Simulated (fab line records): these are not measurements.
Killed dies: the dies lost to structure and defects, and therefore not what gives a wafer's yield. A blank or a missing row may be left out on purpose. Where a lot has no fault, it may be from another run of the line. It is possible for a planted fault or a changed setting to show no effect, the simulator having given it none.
The tool behind it: which one? :: flow sky130 :: 11 lots, 33 wafers sampled, at 4 steps of a route of 708

== WHAT EACH GAUGE READ, for each wafer ==
SKY_METAL2_OVL_MEAS_16.
lot: L988
measured: day 35 01:59
on: overlay-02
METAL2_OVL (nm): -6 -6 -12

lot: L989
measured: day 35 07:28
on: overlay-02
METAL2_OVL (nm): -2 2 5

lot: L990
measured: day 35 10:31
on: overlay-01
METAL2_OVL (nm): -4 -1 8

lot: L992
measured: day 36 03:32
on: overlay-01
METAL2_OVL (nm): 5 -3 -2

lot: L993
measured: day 37 02:35
on: overlay-02
METAL2_OVL (nm): 7 1 7

lot: L994
measured: day 37 04:13
on: overlay-01
METAL2_OVL (nm): -4 -11 -9

lot: L995
measured: day 37 11:19
on: overlay-01
METAL2_OVL (nm): -5 -8 -2

lot: L997
measured: day 38 20:04
on: overlay-01
METAL2_OVL (nm): -8 0 6

lot: L100
measured: day 38 23:29
on: overlay-02
METAL2_OVL (nm): -14 -8 -17

lot: L110
measured: day 41 18:49
on: overlay-02
METAL2_OVL (nm): -12 -13 -15

lot: L111
measured: day 42 02:05
on: overlay-01
METAL2_OVL (nm): -6 0 -4

SKY_VIA2_THK_MEAS_01.
lot: L988
measured: day 35 02:55
on: filmMetro-03
VIA2_HDPCVD_THK (nm): 1198 1175 1190

lot: L989
measured: day 35 08:28
on: filmMetro-03
VIA2_HDPCVD_THK (nm): 1191 1190 1181

lot: L990
measured: day 35 11:28
on: filmMetro-02
VIA2_HDPCVD_THK (nm): 1185 1209 1192

lot: L992
measured: day 36 04:39
on: filmMetro-02
VIA2_HDPCVD_THK (nm): 1199 1175 1183

lot: L993
measured: day 37 03:42
on: filmMetro-04
VIA2_HDPCVD_THK (nm): 1154 1145 1175

lot: L994
measured: day 37 05:10
on: filmMetro-03
VIA2_HDPCVD_THK (nm): 1166 1190 1168

lot: L995
measured: day 37 12:17
on: filmMetro-02
VIA2_HDPCVD_THK (nm): 1167 1168 1151

lot: L997
measured: day 38 21:14
on: filmMetro-03
VIA2_HDPCVD_THK (nm): 423 417 1169

lot: L100
measured: day 39 00:39
on: filmMetro-04
VIA2_HDPCVD_THK (nm): 1175 416 1184

lot: L110
measured: day 41 19:46
on: filmMetro-04
VIA2_HDPCVD_THK (nm): 1170 1177 1167

lot: L111
measured: day 42 03:02
on: filmMetro-02
VIA2_HDPCVD_THK (nm): 1175 1193 1177

== WHICH TOOL RAN EACH LOT (tool, then ch and the chambers of the sampled wafers, then the start) ==
lot: L988
SKY_METAL2_ETCH_18: rieMetal-01 ch 0,1, day 35 02:02
SKY_VIA2_HDPCVD_00: hdpcvd-02 ch 0,2, day 35 02:47

lot: L989
SKY_METAL2_ETCH_18: rieMetal-04 ch 0,1, day 35 07:32
SKY_VIA2_HDPCVD_00: hdpcvd-02 ch 0,2, day 35 08:20

lot: L990
SKY_METAL2_ETCH_18: rieMetal-02 ch 0,1, day 35 10:35
SKY_VIA2_HDPCVD_00: hdpcvd-02 ch 0,1,2, day 35 11:20

lot: L992
SKY_METAL2_ETCH_18: rieMetal-01 ch 0, day 36 03:38
SKY_VIA2_HDPCVD_00: hdpcvd-02 ch 0,2, day 36 04:31

lot: L993
SKY_METAL2_ETCH_18: rieMetal-01 ch 0, day 37 02:41
SKY_VIA2_HDPCVD_00: hdpcvd-02 ch 0,1,2, day 37 03:34

lot: L994
SKY_METAL2_ETCH_18: rieMetal-04 ch 0,1, day 37 04:16
SKY_VIA2_HDPCVD_00: hdpcvd-01 ch 0,1,2, day 37 05:02

lot: L995
SKY_METAL2_ETCH_18: rieMetal-02 ch 1, day 37 11:22
SKY_VIA2_HDPCVD_00: hdpcvd-01 ch 1,2, day 37 12:10

lot: L997
SKY_METAL2_ETCH_18: rieMetal-04 ch 1, day 38 20:10
SKY_VIA2_HDPCVD_00: hdpcvd-01 ch 1,2, day 38 21:07

lot: L100
SKY_METAL2_ETCH_18: rieMetal-04 ch 1, day 38 23:35
SKY_VIA2_HDPCVD_00: hdpcvd-01 ch 0,1,2, day 39 00:31

lot: L110
SKY_METAL2_ETCH_18: rieMetal-04 ch 0,1, day 41 18:53
SKY_VIA2_HDPCVD_00: hdpcvd-01 ch 1,2, day 41 19:38

lot: L111
SKY_METAL2_ETCH_18: rieMetal-02 ch 0,1, day 42 02:10
SKY_VIA2_HDPCVD_00: hdpcvd-01 ch 0,1, day 42 02:53
- SKY_METAL2_ETCH_18: etches BARC in N2/H2, stops on SiO2, time 45.9 s, target depth 60 nm.
- SKY_VIA2_HDPCVD_00: deposits SiO2, target thk 1180 nm, time 196.7 s.

== AS READ BY THE TOOLS THEMSELVES (means over the sampled wafers that have a number; for cases with no such wafer, the mark the record gives instead) ==
SKY_METAL2_ETCH_18.
lot: L988
tool: rieMetal-01
drypumpMotorCurrentA (A): 5.7
oesProductAu (a.u.): 0.853
throttleValvePct (%): 13.225

lot: L989
tool: rieMetal-04
drypumpMotorCurrentA (A): 6.1
oesProductAu (a.u.): 0.857
throttleValvePct (%): 13.220

lot: L990
tool: rieMetal-02
drypumpMotorCurrentA (A): 6.0
oesProductAu (a.u.): 0.853
throttleValvePct (%): 13.223

lot: L992
tool: rieMetal-01
drypumpMotorCurrentA (A): 5.6
oesProductAu (a.u.): 0.855
throttleValvePct (%): 13.226

lot: L993
tool: rieMetal-01
drypumpMotorCurrentA (A): 5.6
oesProductAu (a.u.): 0.856
throttleValvePct (%): 13.216

lot: L994
tool: rieMetal-04
drypumpMotorCurrentA (A): 6.1
oesProductAu (a.u.): 0.856
throttleValvePct (%): 13.231

lot: L995
tool: rieMetal-02
drypumpMotorCurrentA (A): 5.2
oesProductAu (a.u.): 0.853
throttleValvePct (%): 13.228

lot: L997
tool: rieMetal-04
drypumpMotorCurrentA (A): 6.1
oesProductAu (a.u.): 0.854
throttleValvePct (%): 13.236

lot: L100
tool: rieMetal-04
drypumpMotorCurrentA (A): 6.1
oesProductAu (a.u.): 0.857
throttleValvePct (%): 13.226

lot: L110
tool: rieMetal-04
drypumpMotorCurrentA (A): 6.1
oesProductAu (a.u.): 0.853
throttleValvePct (%): 13.223

lot: L111
tool: rieMetal-02
drypumpMotorCurrentA (A): 5.6
oesProductAu (a.u.): 0.855
throttleValvePct (%): 13.236

== THE ANSWER, worked out from the rows above alone ==
Rule: what is usual is taken from the lots themselves. The widest of any qualifying gaps counts: lots, ordered by their means at a reading, are off when they make up no more than a third of the lots, leave a main group of 4 or more, and stand apart from it by 3 or more times the standard deviation of that group's means. Not used: any main group whose means are identical at the precision the tables above print for the reading. Also off: a lot with no number at a reading for which 4 or more lots have one. All remaining lots with rows at the step are treated as sound. After the gauges, taken in route order, come the tools' own readings; for these a lot's mean is taken, as printed above. At the first step where some lot is off, the reading lying furthest off is the one used; lots without a number count as furthest.
Off: at SKY_VIA2_THK_MEAS_01 (VIA2_HDPCVD_THK), L997, L100. The main group has a mean of 1178 nm with a standard deviation of 12.
If a tool, at a process step before that reading, ran all the lots that are off and no sound lot after the first of them, it fits. The gauges at SKY_VIA2_THK_MEAS_01 are tried like those tools. Of those tried, none fits.

== WHAT HAD BEEN PUT IN BY THE SIMULATOR ==
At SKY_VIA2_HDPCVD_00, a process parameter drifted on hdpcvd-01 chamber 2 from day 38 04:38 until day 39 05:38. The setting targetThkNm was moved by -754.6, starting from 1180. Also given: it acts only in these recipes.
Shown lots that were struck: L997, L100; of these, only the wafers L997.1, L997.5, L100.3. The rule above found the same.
